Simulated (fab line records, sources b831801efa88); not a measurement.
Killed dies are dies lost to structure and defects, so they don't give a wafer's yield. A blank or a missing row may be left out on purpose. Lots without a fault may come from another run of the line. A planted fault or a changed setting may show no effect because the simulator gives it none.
Which tool did it? | flow sky130 | 11 lots, 33 wafers sampled, at 4 steps of a route of 708

WHAT THE GAUGES READ, wafer by wafer
The record holds no reading of a measuring or inspecting step that can be judged against a usual standard deviation.

WHICH TOOL RAN EACH LOT (tool, then ch and the chambers of the sampled wafers, then the start)
lot  | SKY_LI_CONTACT_ETCH_14             | SKY_LI_CONTACT_CMP_24         | SKY_LOCAL_INTERCONNECT_ETCH_13    | SKY_CONTACT_STRIP_19
L138 | rie_diel-01 ch 1,2,3, day 30 09:10 | cmp-01 ch 0,3, day 30 10:02   | rie_metal-03 ch 0,1, day 31 14:49 | plasma_asher-03 ch 0,1, day 32 21:44
L139 | rie_diel-01 ch 1,2, day 30 13:46   | cmp-01 ch 1,2,3, day 30 14:53 | rie_metal-02 ch 0,1, day 31 19:59 | plasma_asher-01 ch 0,1, day 33 01:38
L142 | rie_diel-04 ch 0,1, day 31 17:03   | cmp-02 ch 0,1, day 31 17:58   | rie_metal-02 ch 0,1, day 32 23:20 | plasma_asher-01 ch 0,1, day 34 05:02
L146 | rie_diel-04 ch 0,1,2, day 33 00:10 | cmp-02 ch 1,3, day 33 01:02   | rie_metal-03 ch 0, day 34 05:14   | plasma_asher-02 ch 0,1, day 35 11:00
L148 | rie_diel-03 ch 1,2,3, day 33 11:19 | cmp-02 ch 1,2,3, day 33 12:11 | rie_metal-03 ch 0, day 34 16:03   | plasma_asher-01 ch 0,1, day 35 21:29
L152 | rie_diel-03 ch 0,1, day 34 13:58   | cmp-02 ch 1,2, day 34 15:03   | rie_metal-04 ch 0,1, day 35 18:30 | plasma_asher-02 ch 0,1, day 36 23:06
L157 | rie_diel-03 ch 0,1,2, day 36 09:40 | cmp-01 ch 0,1,2, day 36 10:33 | rie_metal-04 ch 0,1, day 37 12:22 | plasma_asher-03 ch 0,1, day 38 16:00
L158 | rie_diel-01 ch 1,2,3, day 36 13:25 | cmp-02 ch 1,2,3, day 36 14:26 | rie_metal-02 ch 0,1, day 37 16:50 | plasma_asher-02 ch 0,1, day 38 20:53
L159 | rie_diel-01 ch 0,1, day 37 03:19   | cmp-01 ch 0,3, day 37 04:13   | rie_metal-04 ch 0,1, day 38 06:48 | plasma_asher-03 ch 0,1, day 39 11:21
L160 | rie_diel-03 ch 0,1,3, day 37 04:06 | cmp-02 ch 1,2, day 37 04:58   | rie_metal-02 ch 0,1, day 38 08:40 | plasma_asher-01 ch 1, day 39 12:13
L161 | rie_diel-03 ch 0,1, day 37 14:34   | cmp-01 ch 0,1,3, day 37 15:37 | rie_metal-02 ch 0,1, day 38 17:42 | plasma_asher-01 ch 0,1, day 39 20:36
- SKY_LI_CONTACT_ETCH_14: etches BARC in N2/H2, stops on SiO2, time 45.9 s, target depth 60 nm.
- SKY_LI_CONTACT_CMP_24: polishes, stops on PSG, t overpolish 20 s, target thk 0 nm.
- SKY_LOCAL_INTERCONNECT_ETCH_13: etches BARC in N2/H2, stops on SiO2, time 45.9 s, target depth 60 nm.
- SKY_CONTACT_STRIP_19: strips in O2/N2.

WHAT THE TOOLS THEMSELVES READ (means of the sampled wafers that have a number; where no wafer has one, the mark that the record gives instead)
SKY_LI_CONTACT_ETCH_14.
lot  | tool        | chamber_pressure_mTorr (mTorr) | drypump_motor_current_A (A) | oes_product_au (a.u.) | run_length_s (s) | throttle_valve_pct (%)
L138 | rie_diel-01 | 29.998                         | 5.4                         | 0.853                 | 74.1             | 13.226
L139 | rie_diel-01 | 30.017                         | 5.1                         | 0.854                 | 73.8             | 13.227
L142 | rie_diel-04 | 29.985                         | 5.7                         | 0.854                 | 74.6             | 13.228
L146 | rie_diel-04 | 29.984                         | 5.5                         | 0.851                 | 74.5             | 13.233
L148 | rie_diel-03 | 29.999                         | 5.5                         | 0.856                 | 74.3             | 13.229
L152 | rie_diel-03 | 29.994                         | 6.4                         | 0.859                 | 73.9             | 13.218
L157 | rie_diel-03 | 30.001                         | 6.0                         | 0.857                 | 74.2             | 13.225
L158 | rie_diel-01 | 29.995                         | 5.4                         | 0.855                 | 74.3             | 13.223
L159 | rie_diel-01 | 30.015                         | 5.5                         | 0.852                 | 73.6             | 13.219
L160 | rie_diel-03 | 30.019                         | 6.0                         | 0.861                 | 74.0             | 13.228
L161 | rie_diel-03 | 29.996                         | 6.4                         | 0.852                 | 73.9             | 13.220

SKY_LI_CONTACT_CMP_24.
lot  | tool   | motor_current_A (A) | overpolish_run_s (s) | time_to_endpoint_s (s)
L138 | cmp-01 | 10.9                | 20.002               | 98
L139 | cmp-01 | 11.2                | 19.991               | 100
L142 | cmp-02 | 10.3                | 20.006               | 96
L146 | cmp-02 | 10.2                | 20.000               | 90
L148 | cmp-02 | 11.5                | 19.996               | 92
L152 | cmp-02 | 11.0                | 20.002               | 97
L157 | cmp-01 | 9.9                 | 20.002               | 97
L158 | cmp-02 | 11.4                | 19.997               | 97
L159 | cmp-01 | 9.8                 | 19.999               | 102
L160 | cmp-02 | 11.8                | 20.000               | 97
L161 | cmp-01 | 10.8                | 19.999               | 98

SKY_LOCAL_INTERCONNECT_ETCH_13.
lot  | tool         | chamber_pressure_mTorr (mTorr) | drypump_motor_current_A (A) | oes_product_au (a.u.) | run_length_s (s) | throttle_valve_pct (%)
L138 | rie_metal-03 | 30.019                         | 5.6                         | 0.855                 | 74.1             | 13.221
L139 | rie_metal-02 | 30.009                         | 5.5                         | 0.856                 | 74.2             | 13.216
L142 | rie_metal-02 | 30.003                         | 5.4                         | 0.856                 | 74.2             | 13.229
L146 | rie_metal-03 | 30.006                         | 5.9                         | 0.891                 | 72.3             | 13.230
L148 | rie_metal-03 | 29.970                         | 5.9                         | 0.887                 | 71.9             | 13.231
L152 | rie_metal-04 | 30.014                         | 5.8                         | 0.854                 | 74.7             | 13.228
L157 | rie_metal-04 | 30.022                         | 6.1                         | 0.854                 | 74.2             | 13.223
L158 | rie_metal-02 | 30.005                         | 5.5                         | 0.852                 | 73.9             | 13.219
L159 | rie_metal-04 | 30.000                         | 5.8                         | 0.853                 | 74.3             | 13.215
L160 | rie_metal-02 | 30.006                         | 5.5                         | 0.855                 | 74.2             | 13.225
L161 | rie_metal-02 | 29.975                         | 5.4                         | 0.856                 | 74.4             | 13.230

SKY_CONTACT_STRIP_19.
lot  | tool            | chamber_pressure_mTorr (mTorr) | drypump_motor_current_A (A) | oes_product_au (a.u.) | strip_time_to_endpoint_s (s)
L138 | plasma_asher-03 | 1499.8                         | 5.65                        | 0.384                 | 3.598
L139 | plasma_asher-01 | 1499.2                         | 5.68                        | 0.378                 | 3.607
L142 | plasma_asher-01 | 1500.5                         | 5.63                        | 0.379                 | 3.599
L146 | plasma_asher-02 | 1500.4                         | 5.89                        | 0.379                 | 3.612
L148 | plasma_asher-01 | 1500.4                         | 5.62                        | 0.386                 | 3.671
L152 | plasma_asher-02 | 1500.9                         | 5.78                        | 0.380                 | 3.608
L157 | plasma_asher-03 | 1499.6                         | 5.59                        | 0.377                 | 3.584
L158 | plasma_asher-02 | 1500.5                         | 5.90                        | 0.383                 | 3.611
L159 | plasma_asher-03 | 1501.5                         | 5.42                        | 0.384                 | 3.615
L160 | plasma_asher-01 | 1499.6                         | 5.72                        | 0.375                 | 3.629
L161 | plasma_asher-01 | 1500.6                         | 5.62                        | 0.383                 | 3.599

THE ANSWER, worked out from the rows above alone
Rule: what is usual is taken from the lots themselves. Put in order of their means at a reading, lots are off if they are a third of the lots or fewer, leave a main group of 4 or more, and stand apart from it by a gap of 3 or more times the standard deviation of the main group's means; of several such gaps the widest counts. A main group whose means are all the same, to the digits that the tables above print for the reading, isn't used. A lot without any number at a reading at which 4 lots or more have one is off too. The other lots that the step has rows for count as sound. The gauges are gone through in route order, then the tools' own readings, and for those a lot's mean is taken as printed above. The first step at which some lot is off is used, and at that step the reading that is off furthest; a lot without a number counts as furthest.
Off: L146, L148, at SKY_LOCAL_INTERCONNECT_ETCH_13 (oes_product_au). The main group: mean 0.855 a.u., standard deviation 0.0013.
A tool fits if, at that step or a process step before it, it ran every lot that is off, and no sound lot after the first of them. One fits: rie_metal-03 at SKY_LOCAL_INTERCONNECT_ETCH_13. Its last sound lot is L138 (day 31 14:49), its first lot that is off L146 (day 34 05:14): a fault that began between those two fits.
The tool's own readings at SKY_LOCAL_INTERCONNECT_ETCH_13 bear it out: on the lots that are off they differ by more than 5 times the standard deviation of the sound lots' means. oes_product_au reads 0.889 a.u. there against 0.855 a.u. on the sound lots; run_length_s reads 72.1 s there against 74.2 s on the sound lots.

WHAT THE SIMULATOR HAD PUT IN
Process parameter drift: rie_metal-03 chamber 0, from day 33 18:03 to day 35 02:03, at SKY_LOCAL_INTERCONNECT_ETCH_13. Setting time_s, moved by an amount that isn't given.
Lots struck among those shown: L146, L148. The rule above found the same.
